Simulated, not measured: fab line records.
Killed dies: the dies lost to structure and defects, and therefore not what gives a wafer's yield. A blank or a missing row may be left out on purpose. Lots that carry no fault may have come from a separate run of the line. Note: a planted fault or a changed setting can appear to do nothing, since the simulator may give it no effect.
fab line records | flow sfq-line
record lots=6 wafers=18 last-day=90
route steps=325 shown M4@152 I4@163 JJ@178 M5@206
lots untouched by any fault: they come from a run of this same line in which no faults occurred
start-h: start of the lot's first displayed wafer, in hours after the record's first day | wait-h: time in hours since the lot's previous step | " repeats the value in the row above | L1.1+2: a single row standing in for several wafers | - either no value or no given start | * or withheld: withheld | < > ~ a bound
route shown NAME@n: names a module that has steps shown in the file, with the first one's number in the route | usual: the fault-free wafers' mean and standard deviation | same: alike in all rows | chamber/n: place in a boat | sites: each site's reading | _std_site: the values' standard deviation | _edge_site: inner sites' mean taken away from outer sites' mean | radius-mm: for every site, how far away it sits from the centre of the wafer | mask NAME#n: copy n | behind: the last tool/chamber to shape the wafer | hold: cause of the lot's hold/its duration in hours/its outcome | device: transistor that didn't switch, given as n, p or np | end of line: the same wafers' tests at the end of the route | a step without rows: its recipe alone | killed: dies lost to structure and defects at the first sort, not the wafer's yield | map: dies across one wafer; x = killed, . = not, _ = none there
set.NAME: the setting the step ran with; set.NAME@STEP: the setting that earlier step ran with | model.NAME: the simulator's own value behind a step, which no gauge read
certain route steps with their lots: each step a table, each wafer a row
services: when a tool's chamber went out of use (start-h, in hours from the record's first day, below 0 if earlier), for how many hours, and the reason
## steps
# step SFQ_TRILAYER_M4_LITHO_COAT_098
# recipe resist=BARC spin-rpm=3000 resist-thk-nm=62
# step SFQ_TRILAYER_M4_LITHO_COAT_093
# recipe resist=KrF spin-rpm=3000 resist-thk-nm=600
# step SFQ_TRILAYER_M4_LITHO_SOFTBAKE_097
# recipe temp-c=withheld time-s=withheld resist=KrF
# step SFQ_TRILAYER_M4_LITHO_EXPOSE_094
# recipe mask-id=M4 na=0.6 source-shape=conventional sigma-outer=0.65 target-cd-nm=500 dose-mj=14.4
# step SFQ_TRILAYER_M4_LITHO_PEB_096
# recipe peb-temp-c=115 peb-time-s=60 resist=KrF
# step SFQ_TRILAYER_M4_LITHO_DEVELOP_095
# recipe time-s=60 resist=KrF
# step SFQ_M4_OVL_MEAS_926
# usual M4_OVL=0/6.3
# columns lot.wafer tool chamber start-h wait-h M4_OVL[nm]
L647.2 overlay-02 - 1089.49 0.1 10
L647.3 " - " " 10
L647.6 " - " " 5
L648.1 overlay-02 - 1090.68 0.1 -2
L648.4 " - " " 1
L648.5 " - " " 1
L654.1 overlay-02 - 1329.95 0.1 2
L654.3 " - " " 0
L654.4 " - " " 3
L658.2 overlay-02 - 1391.26 0.1 -8
L658.3 " - " " -2
L658.5 " - " " -2
L659.2 overlay-01 - 1398.46 0.1 7
L659.3 " - " " 8
L659.6 " - " " 9
L661.3 overlay-02 - 1408.06 0.1 10
L661.4 " - " " 8
L661.5 " - " " 6
# step SFQ_TRILAYER_M4_BARC_OPEN_METAL_ETCH_123
# recipe mask-material=PR chemistry=O2 target-depth-nm=125 target=BARC icp-w=600 bias-w=80 pressure-mtorr=10 time-s=41.7
# usual bias-w=79.99/0.25 drypump-motor-current-A=5.4/0.31 oes-product-au=0.684/0.0049
# columns lot.wafer tool chamber start-h wait-h bias-w drypump-motor-current-A oes-product-au rf-hours-counter-h
L647.2 rie-metal-04 0 1089.52 0.0 80.25 5.7 0.681 83
L647.3 " 0 " " 80.09 5.7 0.690 -
L647.6 " 1 " " 79.92 5.9 0.685 -
L648.1 rie-metal-02 1 1090.72 0.0 79.77 5.7 0.688 74
L648.4 " 0 " " 80.39 5.0 0.680 -
L648.5 " 1 " " 79.66 5.7 0.687 -
L654.1 rie-metal-04 1 1329.99 0.0 79.97 5.9 0.690 10
L654.3 " 0 " " 80.81 5.7 0.686 -
L654.4 " 1 " " 79.93 5.9 0.678 -
L658.2 rie-metal-02 0 1391.29 0.0 80.03 5.0 0.681 4
L658.3 " 0 " " 80.08 5.0 0.683 -
L658.5 " 0 " " 80.23 5.0 0.682 -
L659.2 rie-metal-02 1 1398.49 0.0 80.30 5.7 0.681 124
L659.3 " 1 " " 79.71 5.7 0.685 -
L659.6 " 0 " " 80.13 5.0 0.689 -
L661.3 rie-metal-03 1 1408.11 0.0 79.96 5.2 0.683 -
L661.4 " 0 " " 79.85 5.1 0.685 -
L661.5 " 1 " " 80.19 5.2 0.685 -
# step SFQ_TRILAYER_M4_ETCH_METAL_ETCH_096
# recipe target=Nb stop-on=SiO2 mask-material=PR chemistry=Cl2/Ar target-depth-nm=240 icp-w=600 bias-w=80 pressure-mtorr=10 time-s=120
# usual bias-w=80.00/0.24 drypump-motor-current-A=5.4/0.31 oes-product-au=0.893/0.0073
# columns lot.wafer tool chamber start-h wait-h bias-w drypump-motor-current-A oes-product-au rf-hours-counter-h
L647.2 rie-metal-04 0 1089.57 0.0 80.01 5.7 0.877 83
L647.3 " 0 " " 80.18 5.7 0.900 -
L647.6 " 1 " " 80.05 5.9 0.884 -
L648.1 rie-metal-02 1 1090.77 0.0 79.82 5.7 0.889 74
L648.4 " 0 " " 79.87 5.0 0.884 -
L648.5 " 1 " " 79.89 5.7 0.883 -
L654.1 rie-metal-04 1 1330.05 0.0 80.10 5.9 0.901 10
L654.3 " 0 " " 80.04 5.7 0.884 -
L654.4 " 1 " " 80.09 5.9 0.894 -
L658.2 rie-metal-02 0 1391.35 0.0 79.95 5.0 0.901 4
L658.3 " 0 " " 80.37 5.0 0.892 -
L658.5 " 0 " " 80.59 5.0 0.901 -
L659.2 rie-metal-02 1 1398.55 0.0 80.69 5.7 0.907 124
L659.3 " 1 " " 80.05 5.8 0.897 -
L659.6 " 0 " " 79.74 5.0 0.907 -
L661.3 rie-metal-03 1 1408.19 0.1 80.13 5.2 0.886 -
L661.4 " 0 " " 79.84 5.1 0.890 -
L661.5 " 1 " " 79.89 5.2 0.900 -
# step SFQ_TRILAYER_M4_STRIP_STRIP_097
# recipe gas=O2 power-w=200 platen-temp-c=40 overash-fraction=0.65 chemistry=O2 pressure-mtorr=50
# step SFQ_TRILAYER_M4_STRIP_SOLV_CLEAN_098
# recipe chemistry=NMP temp-c=70 time-s=600
# step SFQ_TRILAYER_I4_DEP_PECVD_099
# recipe material=SiO2 temp-c=150 time-s=111.11 pressure-torr=2.4 rf-w=183.3 precursor=SiH4/N2O target-thk-nm=500
# usual heater-power-w=88/13 throttle-valve-pct=24.1/1.2
# columns lot.wafer tool chamber start-h wait-h heater-power-w throttle-valve-pct
L647.2 pecvd-03 1 1090.47 0.0 95 25.9
L647.3 " 0 " " 112 24.0
L647.6 " 2 " " 80 23.6
L648.1 pecvd-01 1 1091.67 0.0 97 23.6
L648.4 " 2 " " 106 22.9
L648.5 " 0 " " 61 24.0
L654.1 pecvd-04 1 1330.95 0.0 86 21.9
L654.3 " 0 " " 80 23.7
L654.4 " 0 " " 66 23.4
L658.2 pecvd-03 2 1392.25 0.0 73 24.2
L658.3 " 0 " " 102 24.0
L658.5 " 2 " " 75 23.6
L659.2 pecvd-01 1 1399.69 0.0 89 24.3
L659.3 " 0 " " 71 24.6
L659.6 " 2 " " 98 23.9
L661.3 pecvd-04 0 1409.26 0.0 78 23.6
L661.4 " 1 " " 81 22.0
L661.5 " 1 " " 86 21.8
# step SFQ_TRILAYER_I4_CMP_CMP_100
# recipe material=SiO2 down-force-psi=3 platen-rpm=60 pad-velocity-m-s=0.94248
# usual motor-current-A=10.2/1.2 slurry-filter-dp-kPa=13.50/0.14 slurry-flow-ml-min=149.9/0.5 time-to-endpoint-s=215/8.1
# columns lot.wafer tool chamber start-h wait-h motor-current-A slurry-filter-dp-kPa slurry-flow-ml-min time-to-endpoint-s model.SiO2_of_TRILAYER_I4_DEP_PECVD_099.thk-nm
L647.2 cmp-01 3 1113.24 22.7 10.5 13.63 149.9 235 179.5
L647.3 " 1 1114.24 23.7 9.5 13.36 150.2 207 198.3
L647.6 " 0 1115.74 25.2 8.9 13.74 149.6 233 201.1
L648.1 cmp-01 1 1116.24 24.5 9.4 13.40 149.8 222 179.3
L648.4 " 2 " " 9.9 13.37 150.1 233 178.1
L648.5 " 1 1118.24 26.5 9.5 13.59 150.0 210 199
L654.1 cmp-01 0 1331.03 0.0 9.2 13.43 150.6 211 202.4
L654.4 " 2 1332.03 1.0 10.1 13.59 149.4 210 198.6
L654.3 " 3 " " 10.3 13.18 149.8 214 200.9
L658.2 cmp-02 2 1393.46 1.2 9.1 13.57 149.8 208 198.8
L658.3 " 3 " " 12.0 13.64 150.6 218 199.3
L658.5 " 2 1395.46 3.1 9.3 13.53 150.4 221 198.8
L659.3 cmp-01 1 1399.77 0.0 10.0 13.43 149.8 205 200.1
L659.2 " 0 1401.27 1.5 9.1 13.41 150.7 215 201.3
L659.6 " 2 1402.27 2.5 10.3 13.56 149.7 205 200
L661.3 cmp-02 3 1409.73 0.4 12.4 13.48 150.1 225 200
L661.4 " 2 1411.23 1.9 9.1 13.58 150.3 218 201.1
L661.5 " 0 1412.23 2.9 9.9 13.48 150.2 227 200.4
# step SFQ_I4_BOW_MEAS_927
# recipe mode=bow
# usual I4_BOW=2/8.8
# columns lot.wafer tool chamber start-h wait-h I4_BOW[um]
L647.2 film-metro-03 - 1116.26 2.5 5
L647.3 " - " " 11
L647.6 " - " " 0
L648.1 film-metro-03 - 1119.24 2.5 3
L648.4 " - " " 1
L648.5 " - " " -1
L654.1 film-metro-01 - 1334.03 2.5 6
L654.3 " - " " 8
L654.4 " - " " 4
L658.2 film-metro-01 - 1395.98 2.0 16
L658.3 " - " " 24
L658.5 " - " " 5
L659.2 film-metro-03 - 1402.79 1.0 -8
L659.3 " - " " 5
L659.6 " - " " 6
L661.3 film-metro-02 - 1412.77 2.5 4
L661.4 " - " " 0
L661.5 " - " " 0
# step SFQ_TRILAYER_I4_METRO_MEASURE_101
# usual thk-nm=200.2/1.2
# columns lot.wafer tool chamber start-h wait-h thk-nm
L647.2 film-metro-03 - 1116.56 0.3 179.7
L647.3 " - " " 198.3
L647.6 " - " " 201.2
L648.1 film-metro-03 - 1119.36 0.1 179.2
L648.4 " - " " 178.1
L648.5 " - " " 198.9
L654.1 film-metro-01 - 1334.15 0.1 202.6
L654.3 " - " " 200.9
L654.4 " - " " 198.7
L658.2 film-metro-01 - 1396.28 0.3 198.7
L658.3 " - " " 199.2
L658.5 " - " " 198.9
L659.2 film-metro-03 - 1403.09 0.3 201.4
L659.3 " - " " 200.2
L659.6 " - " " 200.1
L661.3 film-metro-02 - 1413.25 0.5 199.9
L661.4 " - " " 201.0
L661.5 " - " " 200.5
# step SFQ_TRILAYER_I4_VIA_LITHO_COAT_108
# recipe resist=BARC spin-rpm=3000 resist-thk-nm=62
# step SFQ_TRILAYER_I4_VIA_LITHO_COAT_103
# recipe resist=KrF spin-rpm=3000 resist-thk-nm=650
# step SFQ_TRILAYER_I4_VIA_LITHO_SOFTBAKE_107
# recipe temp-c=withheld time-s=withheld resist=KrF
# step SFQ_TRILAYER_I4_VIA_LITHO_EXPOSE_104
# recipe mask-id=I4 na=0.6 source-shape=conventional sigma-outer=0.65 target-cd-nm=700 dose-mj=21.3
# step SFQ_TRILAYER_I4_VIA_LITHO_PEB_106
# recipe peb-temp-c=115 peb-time-s=60 resist=KrF
# step SFQ_TRILAYER_I4_VIA_LITHO_DEVELOP_105
# recipe time-s=60 resist=KrF
# step SFQ_I4_OVL_MEAS_928
# usual I4_OVL=1/5.9
# columns lot.wafer tool chamber start-h wait-h I4_OVL[nm]
L647.2 overlay-02 - 1217.61 0.1 -10
L647.3 " - " " -4
L647.6 " - " " -8
L648.1 overlay-02 - 1218.81 0.1 -4
L648.4 " - " " -6
L648.5 " - " " -5
L654.1 overlay-01 - 1345.05 0.1 -2
L654.3 " - " " 3
L654.4 " - " " -2
L658.2 overlay-02 - 1399.66 0.1 1
L658.3 " - " " 3
L658.5 " - " " 5
L659.2 overlay-01 - 1407.50 0.1 -2
L659.3 " - " " -1
L659.6 " - " " 2
L661.3 overlay-02 - 1416.39 0.1 4
L661.4 " - " " -2
L661.5 " - " " 0
# step SFQ_TRILAYER_I4_VIA_BARC_OPEN_VIA_ETCH_146
# recipe mask-material=PR chemistry=O2 target-depth-nm=125 target=BARC source-w=500 bias-w=80 pressure-mtorr=30 time-s=41.7
# usual bias-w=80.02/0.24 drypump-motor-current-A=5.7/0.38 oes-product-au=0.685/0.0048
# columns lot.wafer tool chamber start-h wait-h bias-w drypump-motor-current-A oes-product-au rf-hours-counter-h
L647.2 rie-diel-01 3 1217.64 0.0 79.70 5.1 0.686 19
L647.3 " 2 " " 79.90 6.0 0.686 11
L647.6 " 1 " " 80.32 5.8 0.696 -
L648.1 rie-diel-04 0 1218.84 0.0 79.81 6.2 0.686 1
L648.4 " 1 " " 79.94 5.8 0.689 15
L648.5 " 3 " " 79.88 6.2 0.687 -
L654.1 rie-diel-01 3 1345.09 0.0 79.62 5.2 0.685 20
L654.3 " 0 " " 79.96 5.4 0.684 15
L654.4 " 1 " " 79.89 5.8 0.688 19
L658.2 rie-diel-04 1 1399.69 0.0 79.83 5.7 0.685 18
L658.3 " 2 " " 79.93 6.0 0.686 10
L658.5 " 3 " " 79.95 6.2 0.683 -
L659.2 rie-diel-04 2 1407.53 0.0 80.12 6.0 0.684 11
L659.3 " 0 " " 80.14 6.2 0.687 3
L659.6 " 0 " " 80.28 6.2 0.678 -
L661.3 rie-diel-04 1 1416.42 0.0 80.02 5.7 0.685 18
L661.4 " 2 " " 79.86 5.9 0.683 11
L661.5 " 2 " " 80.03 6.0 0.683 -
# step SFQ_TRILAYER_I4_VIA_ETCH_VIA_ETCH_106
# recipe target=SiO2 stop-on=Nb mask-material=PR taper-deg=20 chemistry=CHF3 target-depth-nm=260 source-w=500 bias-w=80 pressure-mtorr=30 time-s=withheld
# usual bias-w=80.06/0.23 drypump-motor-current-A=5.7/0.38 oes-product-au=0.855/0.0053
# columns lot.wafer tool chamber start-h wait-h bias-w drypump-motor-current-A oes-product-au model.I4.feature-depth-nm model.etch.depth-nm
L647.2 rie-diel-01 3 1217.68 0.0 79.72 5.2 0.805 179.5 179.5
L647.3 " 2 " " 80.32 5.9 0.851 198.3 198.3
L647.6 " 1 " " 79.83 5.7 0.859 201.1 201.1
L648.1 rie-diel-04 0 1218.88 0.0 79.98 6.2 0.808 179.3 179.3
L648.4 " 1 " " 79.89 5.8 0.802 178.1 178.1
L648.5 " 3 " " 80.30 6.2 0.854 199 199
L654.1 rie-diel-01 3 1345.13 0.0 80.12 5.1 0.861 202.4 202.4
L654.3 " 0 " " 79.53 5.4 0.861 200.9 200.9
L654.4 " 1 " " 80.24 5.8 0.853 198.6 198.6
L658.2 rie-diel-04 1 1399.73 0.0 80.18 5.7 0.847 198.8 198.8
L658.3 " 2 " " 80.29 6.0 0.850 199.3 199.3
L658.5 " 3 " " 79.78 6.2 0.851 198.8 198.8
L659.2 rie-diel-04 2 1407.57 0.0 80.27 6.0 0.863 201.3 201.3
L659.3 " 0 " " 79.77 6.2 0.846 200.1 200.1
L659.6 " 0 " " 79.86 6.2 0.856 200 200
L661.3 rie-diel-04 1 1416.45 0.0 80.27 5.7 0.861 200 200
L661.4 " 2 " " 79.86 6.0 0.854 201.1 201.1
L661.5 " 2 " " 79.73 6.0 0.853 200.4 200.4
# step SFQ_TRILAYER_I4_VIA_STRIP_STRIP_107
# recipe gas=O2 power-w=200 platen-temp-c=40 overash-fraction=0.65 chemistry=O2 pressure-mtorr=50
# step SFQ_TRILAYER_I4_VIA_STRIP_SOLV_CLEAN_108
# recipe chemistry=NMP temp-c=70 time-s=600
# step SFQ_TRILAYER_JJ_TRILAYER_DEP_PRE_CLEAN_113
# recipe gas=Ar time-s=22.5 bias-v=250
# step SFQ_TRILAYER_JJ_TRILAYER_DEP_SPUTTER_109
# recipe material=Nb base-pressure-pa=1.33e-06 chamber-pressure-pa=0.1333 substrate-temp-c=20 target-thk-nm=150 power-w=2000 time-s=100
# step SFQ_TRILAYER_JJ_TRILAYER_DEP_SPUTTER_110
# recipe material=Al base-pressure-pa=1.33e-06 target-thk-nm=8 power-w=500 time-s=10 chamber-pressure-pa=0.4
# step SFQ_TRILAYER_JJ_TRILAYER_DEP_AL_OXIDATION_111
# recipe pressure-mbar=0.014667 oxidation-time-s=600 temperature-k=293
# step SFQ_TRILAYER_JJ_TRILAYER_DEP_SPUTTER_112
# recipe material=Nb base-pressure-pa=1.33e-06 chamber-pressure-pa=0.1333 substrate-temp-c=20 target-thk-nm=170 power-w=2000 time-s=113.3
# step SFQ_JJ_RS_MEAS_929
# recipe thk-meas-gauge=four-point-probe reads=Nb_of_TRILAYER_JJ_TRILAYER_DEP_SPUTTER_112
# usual JJ_NB_RS=1.057/0.017
# columns lot.wafer tool chamber start-h wait-h JJ_NB_RS[ohm/sq]
L647.2 film-metro-02 - 1219.79 0.1 1.069
L647.3 " - " " 1.073
L647.6 " - " " 1.070
L648.1 film-metro-02 - 1221.57 0.0 1.052
L648.4 " - " " 1.038
L648.5 " - " " 1.055
L654.1 film-metro-04 - 1347.82 0.0 1.060
L654.3 " - " " 1.063
L654.4 " - " " 1.056
L658.2 film-metro-04 - 1401.84 0.1 1.032
L658.3 " - " " 1.056
L658.5 " - " " 1.051
L659.2 film-metro-02 - 1409.68 0.1 1.056
L659.3 " - " " 1.046
L659.6 " - " " 1.048
L661.3 film-metro-04 - 1418.59 0.1 1.055
L661.4 " - " " 1.040
L661.5 " - " " 1.057
# step SFQ_TRILAYER_JJ_CE_LITHO_COAT_119
# recipe resist=BARC spin-rpm=3000 resist-thk-nm=62
# step SFQ_TRILAYER_JJ_CE_LITHO_COAT_114
# recipe resist=KrF spin-rpm=3000 resist-thk-nm=600
# step SFQ_TRILAYER_JJ_CE_LITHO_SOFTBAKE_118
# recipe temp-c=withheld time-s=withheld resist=KrF
# step SFQ_TRILAYER_JJ_CE_LITHO_EXPOSE_115
# recipe mask-id=J5 na=0.6 source-shape=conventional sigma-outer=0.65 target-cd-nm=700 dose-mj=14.4
# step SFQ_TRILAYER_JJ_CE_LITHO_PEB_117
# recipe peb-temp-c=115 peb-time-s=60 resist=KrF
# step SFQ_TRILAYER_JJ_CE_LITHO_DEVELOP_116
# recipe time-s=60 resist=KrF
# step SFQ_JJ_OVL_MEAS_931
# usual J5_OVL=-4/6.9
# columns lot.wafer tool chamber start-h wait-h J5_OVL[nm]
L647.2 overlay-01 - 1233.96 0.1 -7
L647.3 " - " " -10
L647.6 " - " " -16
L648.1 overlay-01 - 1235.16 0.1 3
L648.4 " - " " -5
L648.5 " - " " -8
L654.1 overlay-01 - 1371.44 0.1 -9
L654.3 " - " " -14
L654.4 " - " " -12
L658.2 overlay-02 - 1404.25 0.1 -3
L658.3 " - " " 0
L658.5 " - " " 6
L659.2 overlay-01 - 1412.10 0.1 -11
L659.3 " - " " -9
L659.6 " - " " -9
L661.3 overlay-01 - 1421.35 0.1 -9
L661.4 " - " " -12
L661.5 " - " " -12
# step SFQ_TRILAYER_JJ_CE_METRO_MEASURE_117
# usual cd-nm=699.9/1.4
# columns lot.wafer tool chamber start-h wait-h cd-nm
L647.2 cd-sem-01 - 1234.19 0.2 701.1
L647.3 " - " " 700.2
L647.6 " - " " 700.2
L648.1 cd-sem-02 - 1235.19 0.0 701.1
L648.4 " - " " 701.6
L648.5 " - " " 702.1
L654.1 cd-sem-01 - 1371.48 0.0 698.0
L654.3 " - " " 699.8
L654.4 " - " " 700.2
L658.2 cd-sem-02 - 1404.48 0.2 701.9
L658.3 " - " " 703.2
L658.5 " - " " 701.8
L659.2 cd-sem-01 - 1412.33 0.2 698.6
L659.3 " - " " 698.1
L659.6 " - " " 698.0
L661.3 cd-sem-02 - 1421.77 0.4 699.2
L661.4 " - " " 699.6
L661.5 " - " " 699.8
# step SFQ_TRILAYER_JJ_CE_BARC_OPEN_RIE_150
# recipe mask-material=PR chemistry=O2 target-depth-nm=240 target=BARC icp-w=600 bias-w=80 pressure-mtorr=10 time-s=80
# step SFQ_TRILAYER_M5_ETCH_METAL_ETCH_126
# recipe target=Nb stop-on=SiO2 mask-material=PR over-etch-frac=0.15 time-s=203.2 chemistry=Cl2/BCl3 target-depth-nm=265 icp-w=600 bias-w=80 pressure-mtorr=10
# usual bias-w=79.95/0.25 drypump-motor-current-A=5.6/0.62 oes-product-au=0.726/0.006
# columns lot.wafer tool chamber start-h wait-h bias-w drypump-motor-current-A oes-product-au rf-hours-counter-h model.SiO2_of_TRILAYER_I4_DEP_PECVD_099.thk-nm
L647.2 rie-metal-01 1 1356.67 0.0 79.96 6.6 0.724 114 159.6
L647.3 " 1 " " 80.24 6.6 0.725 - 178.4
L647.6 " 0 " " 79.72 5.1 0.733 - 181.3
L648.1 rie-metal-03 0 1357.87 0.0 80.24 5.1 0.722 136 159.6
L648.4 " 1 " " 79.85 5.3 0.728 - 158.5
L648.5 " 0 " " 80.14 5.1 0.729 - 179.4
L654.1 rie-metal-04 1 1384.79 0.0 79.62 5.9 0.732 17 182.7
L654.3 " 0 " " 79.81 5.7 0.731 - 180.9
L654.4 " 1 " " 79.87 5.9 0.732 - 179
L658.2 rie-metal-01 0 1409.48 0.0 80.03 5.1 0.714 3 178.8
L658.3 " 1 " " 80.13 6.7 0.715 - 179.4
L658.5 " 1 " " 79.66 6.7 0.723 - 178.9
L659.2 rie-metal-01 0 1417.67 0.0 80.22 5.1 0.733 4 181.5
L659.3 " 0 " " 79.78 5.1 0.732 - 180.1
L659.6 " 1 " " 80.24 6.7 0.730 - 180.2
L661.3 rie-metal-04 1 1427.50 0.1 79.69 5.8 0.718 - 180
L661.4 " 0 " " 80.23 5.7 0.733 - 181
L661.5 " 0 " " 80.12 5.7 0.725 - 180.3
## services
# columns tool chamber start-h hours kind
rie-diel-01 2 1075.35 12.4 repair
rie-diel-01 0 1091.06 1.9 repair
rie-diel-04 - 1093.41 0.2 repair
cmp-01 - 1094.24 4.0 pm
rie-diel-04 2 1095.35 3.2 repair
rie-diel-04 0 1115.33 49.9 repair
rie-diel-04 1 1122.36 3.3 repair
rie-diel-01 2 1144.47 1.5 repair
rie-diel-04 - 1148.21 2.8 pm
rie-diel-04 3 1153.64 23.3 repair
rie-diel-01 - 1194.85 4.3 pm
rie-diel-04 0 1234.65 43.3 repair
rie-metal-04 1 1247.15 10.7 repair
rie-diel-04 1 1248.73 9.4 repair
rie-metal-04 - 1253.74 14.6 pm
cmp-01 - 1255.42 5.7 pm
rie-diel-01 - 1259.67 2.8 pm
rie-diel-01 3 1265.47 2.3 repair
rie-metal-04 - 1294.26 2.8 pm
rie-metal-02 - 1311.20 3.3 repair
cmp-01 - 1315.27 2.0 repair
rie-metal-04 - 1379.08 0.6 repair
rie-metal-04 - 1392.37 6.5 repair
rie-metal-02 - 1403.08 1.4 pm
## key
first-sign step=SFQ_TRILAYER_I4_METRO_MEASURE_101 reading=thk-nm direction=down sigmas=17 usual=200.2 struck=179.0
effect step=SFQ_TRILAYER_I4_VIA_ETCH_VIA_ETCH_106 reading=oes-product-au direction=down sigmas=9.4 usual=0.855 struck=0.805
model-effect step=SFQ_TRILAYER_I4_CMP_CMP_100 value=SiO2_of_TRILAYER_I4_DEP_PECVD_099.thk-nm without=199 struck=179
model-effect step=SFQ_TRILAYER_I4_VIA_ETCH_VIA_ETCH_106 value=I4.feature-depth-nm without=199 struck=179
model-effect step=SFQ_TRILAYER_M5_ETCH_METAL_ETCH_126 value=SiO2_of_TRILAYER_I4_DEP_PECVD_099.thk-nm without=179.2 struck=159.2
met-at SFQ_TRILAYER_I4_CMP_CMP_100
struck-wafers L647.2,L648.1,L648.4
fault kind=process-parameter-drift tool=cmp-01 chamber=- onset-h=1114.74 steps=SFQ_TRILAYER_I4_CMP_CMP_100 channel=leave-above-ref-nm offset=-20 shape=step end-h=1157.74 scope=struck-wafers-only acts-in=these-recipes-only stated=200
